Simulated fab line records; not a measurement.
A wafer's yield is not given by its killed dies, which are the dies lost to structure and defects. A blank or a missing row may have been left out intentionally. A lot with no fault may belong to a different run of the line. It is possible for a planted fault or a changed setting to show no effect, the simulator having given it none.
The tool behind it: which one? + flow gf180mcu + 36 wafers from 12 lots sampled at 5 of the route's 602 steps

== WHAT THE GAUGES READ, wafer by wafer ==
GF_STI_THK_MEAS_02.
| lot  | measured    | on           | STI_OXIDATION_THK (nm) |
|------|-------------|--------------|------------------------|
| L901 | day 1 16:31 | filmMetro-01 | 10.22 10.17 10.13      |
| L902 | day 1 21:32 | filmMetro-01 | 10.12 9.84 9.98        |
| L903 | day 2 02:35 | filmMetro-01 | 9.73 10.06 10.06       |
| L907 | day 3 01:25 | filmMetro-04 | 10.03 10.01 9.98       |
| L908 | day 3 05:23 | filmMetro-04 | 9.87 10.03 9.95        |
| L909 | day 3 10:12 | filmMetro-02 | 9.62 9.85 9.76         |
| L910 | day 3 13:31 | filmMetro-01 | 9.95 9.85 9.82         |
| L912 | day 3 23:49 | filmMetro-02 | 9.72 9.61 9.69         |
| L918 | day 5 06:38 | filmMetro-02 | 9.58 9.80 9.92         |
| L920 | day 5 15:31 | filmMetro-04 | 10.09 10.06 10.14      |
| L921 | day 5 20:41 | filmMetro-04 | 10.02 9.92 10.12       |
| L922 | day 6 01:31 | filmMetro-01 | 9.79 9.67 9.87         |

GF_NWELL_OVL_MEAS_07.
| lot  | measured    | on         | NWELL_OVL (nm) |
|------|-------------|------------|----------------|
| L901 | day 3 12:23 | overlay-02 | -2.5 0.0 0.5   |
| L902 | day 3 19:54 | overlay-01 | 0.2 0.7 -0.5   |
| L903 | day 4 02:38 | overlay-02 | -0.6 0.3 0.2   |
| L907 | day 5 02:06 | overlay-01 | -3.1 -2.2 -2.4 |
| L908 | day 5 04:38 | overlay-01 | -3.5 -1.5 -4.0 |
| L909 | day 5 09:02 | overlay-02 | -1.4 -1.4 -3.1 |
| L910 | day 5 12:33 | overlay-01 | -1.6 0.7 0.0   |
| L912 | day 6 03:39 | overlay-02 | 0.4 -1.0 0.0   |
| L918 | day 7 11:21 | overlay-01 | -0.8 0.4 -0.3  |
| L920 | day 7 20:51 | overlay-02 | -3.5 -3.4 -2.6 |
| L921 | day 8 02:23 | overlay-02 | -1.4 -2.7 -2.1 |
| L922 | day 8 06:39 | overlay-02 | 2.5 1.1 2.2    |

GF_MVSD_OVL_MEAS_07.
| lot  | measured    | on         | MVSD_OVL (nm)  |
|------|-------------|------------|----------------|
| L901 | day 4 15:17 | overlay-01 | -3.2 -2.1 -2.5 |
| L902 | day 4 23:14 | overlay-01 | -0.2 0.3 -0.9  |
| L903 | day 5 06:41 | overlay-01 | -1.3 0.1 0.2   |
| L907 | day 6 08:20 | overlay-01 | -0.4 -0.9 -1.5 |
| L908 | day 6 09:38 | overlay-01 | -2.2 -0.8 -1.8 |
| L909 | day 6 14:58 | overlay-01 | 0.7 1.0 1.3    |
| L910 | day 6 18:50 | overlay-01 | -0.3 -1.6 0.6  |
| L912 | day 7 11:49 | overlay-01 | -2.0 -1.6 -0.9 |
| L918 | day 8 20:16 | overlay-02 | 0.6 -0.3 1.1   |
| L920 | day 9 07:35 | overlay-02 | -0.1 0.4 1.1   |
| L921 | day 9 13:22 | overlay-01 | -1.2 -0.7 -1.9 |
| L922 | day 9 17:08 | overlay-01 | -0.5 -0.2 0.9  |

== EACH LOT AND THE TOOL THAT RAN IT (in order: tool; ch and the chambers of the sampled wafers; start) ==
| lot  | GF_STI_ETCH_13                   | GF_STI_STRIP_15                    |
|------|----------------------------------|------------------------------------|
| L901 | rieDiel-01 ch 0,1,3, day 2 07:06 | plasmaAsher-03 ch 0, day 2 07:16   |
| L902 | rieDiel-01 ch 0,3, day 2 11:26   | plasmaAsher-03 ch 0,1, day 2 11:38 |
| L903 | rieDiel-04 ch 0,1,3, day 2 17:38 | plasmaAsher-03 ch 0,1, day 2 17:47 |
| L907 | rieDiel-01 ch 0,3, day 3 16:05   | plasmaAsher-01 ch 0,1, day 3 16:14 |
| L908 | rieDiel-03 ch 1,2,3, day 3 20:41 | plasmaAsher-03 ch 0,1, day 3 20:50 |
| L909 | rieDiel-03 ch 0,1,3, day 4 00:53 | plasmaAsher-03 ch 0,1, day 4 01:02 |
| L910 | rieDiel-03 ch 0,1,3, day 4 04:36 | plasmaAsher-01 ch 0,1, day 4 04:46 |
| L912 | rieDiel-03 ch 1,3, day 4 16:26   | plasmaAsher-01 ch 0,1, day 4 16:35 |
| L918 | rieDiel-01 ch 1,2,3, day 5 23:44 | plasmaAsher-03 ch 0,1, day 5 23:53 |
| L920 | rieDiel-03 ch 1,3, day 6 08:48   | plasmaAsher-02 ch 0, day 6 08:58   |
| L921 | rieDiel-03 ch 0,1,3, day 6 13:33 | plasmaAsher-01 ch 0,1, day 6 13:43 |
| L922 | rieDiel-04 ch 0,1,3, day 6 18:26 | plasmaAsher-01 ch 0,1, day 6 18:35 |
- GF_STI_ETCH_13: etches the open film in CHF3/O2, stops on Si, target depth 282.31 nm, time 112.9 s.
- GF_STI_STRIP_15: strips in O2/N2.

== WHAT THE TOOLS THEMSELVES READ (means of the sampled wafers that have a number; where no wafer has one, the mark that the record gives instead) ==
GF_STI_ETCH_13.
| lot  | tool       | chamberPressureMTorr (mTorr) | drypumpMotorCurrentA (A) | oesProductAu (a.u.) | throttleValvePct (%) |
|------|------------|------------------------------|--------------------------|---------------------|----------------------|
| L901 | rieDiel-01 | 39.99                        | 6.0                      | 0.830               | 8.807                |
| L902 | rieDiel-01 | 40.00                        | 6.4                      | 0.831               | 8.810                |
| L903 | rieDiel-04 | 39.99                        | 5.5                      | 0.825               | 8.812                |
| L907 | rieDiel-01 | 39.96                        | 6.4                      | 0.831               | 8.800                |
| L908 | rieDiel-03 | 39.96                        | 5.6                      | 0.840               | 8.812                |
| L909 | rieDiel-03 | 39.95                        | 5.5                      | 0.831               | 8.809                |
| L910 | rieDiel-03 | 39.98                        | 5.5                      | 0.822               | 8.809                |
| L912 | rieDiel-03 | 39.99                        | 5.6                      | 0.836               | 8.809                |
| L918 | rieDiel-01 | 39.97                        | 5.9                      | 0.835               | 8.806                |
| L920 | rieDiel-03 | 39.99                        | 6.0                      | 0.778               | 8.783                |
| L921 | rieDiel-03 | 40.02                        | 5.5                      | 0.775               | 8.799                |
| L922 | rieDiel-04 | 40.02                        | 5.5                      | 0.835               | 8.811                |

GF_STI_STRIP_15.
| lot  | tool           | chamberPressureMTorr (mTorr) | drypumpMotorCurrentA (A) | heaterPowerW (W) | oesProductAu (a.u.) | stripTimeToEndpointS (s) |
|------|----------------|------------------------------|--------------------------|------------------|---------------------|--------------------------|
| L901 | plasmaAsher-03 | 1500.1                       | 6.14                     | 318              | 0.381               | 3.67                     |
| L902 | plasmaAsher-03 | 1498.6                       | 5.96                     | 336              | 0.381               | 3.67                     |
| L903 | plasmaAsher-03 | 1502.3                       | 5.71                     | 354              | 0.385               | 3.74                     |
| L907 | plasmaAsher-01 | 1500.1                       | 5.74                     | 340              | 0.382               | 3.72                     |
| L908 | plasmaAsher-03 | 1500.2                       | 5.92                     | 336              | 0.381               | 3.69                     |
| L909 | plasmaAsher-03 | 1500.5                       | 5.90                     | 340              | 0.385               | 3.74                     |
| L910 | plasmaAsher-01 | 1499.3                       | 5.91                     | 322              | 0.383               | 3.74                     |
| L912 | plasmaAsher-01 | 1500.4                       | 5.92                     | 324              | 0.379               | 3.74                     |
| L918 | plasmaAsher-03 | 1499.7                       | 5.90                     | 332              | 0.383               | 3.76                     |
| L920 | plasmaAsher-02 | 1499.3                       | 5.85                     | 303              | 0.367               | 3.31                     |
| L921 | plasmaAsher-01 | 1499.6                       | 5.73                     | 337              | 0.374               | 3.41                     |
| L922 | plasmaAsher-01 | 1501.1                       | 5.90                     | 322              | 0.381               | 3.73                     |

== THE ANSWER, worked out from the rows above alone ==
Rule: the lots themselves supply what counts as usual. The widest of any qualifying gaps counts: lots, ordered by their means at a reading, are off when they make up no more than a third of the lots, leave a main group of 4 or more, and stand apart from it by 3 or more times the standard deviation of that group's means. The tables above print the reading to a certain number of digits; a main group whose means all agree to those digits is not used. A lot without any number at a reading at which 4 lots or more have one is off too. All remaining lots with rows at the step are treated as sound. After the gauges, taken in route order, come the tools' own readings; for these a lot's mean is taken, as printed above. The first step at which some lot is off is used, and at that step the reading that is off furthest; a lot without a number counts as furthest.
Off: L920, L921 (GF_STI_ETCH_13, oesProductAu). For the main group the mean is 0.832 a.u. and the standard deviation 0.005.
A tool fits if, at that step or a process step before it, it ran every lot that is off, and no sound lot after the first of them. One fits: rieDiel-03 at GF_STI_ETCH_13. Its last sound lot is L912 (day 4 16:26), its first lot that is off L920 (day 6 08:48): a fault that began between those two fits.
The tool's own readings at GF_STI_ETCH_13 bear it out: on the lots that are off they differ by more than 5 times the standard deviation of the sound lots' means. oesProductAu reads 0.776 a.u. there against 0.832 a.u. on the sound lots; throttleValvePct reads 8.791 % there against 8.809 % on the sound lots.

== WHAT WAS PUT IN BY THE SIMULATOR ==
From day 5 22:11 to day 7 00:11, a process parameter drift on rieDiel-03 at GF_STI_ETCH_13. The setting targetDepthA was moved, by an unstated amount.
Lots struck among those shown: L920, L921. The rule given above showed the same thing.
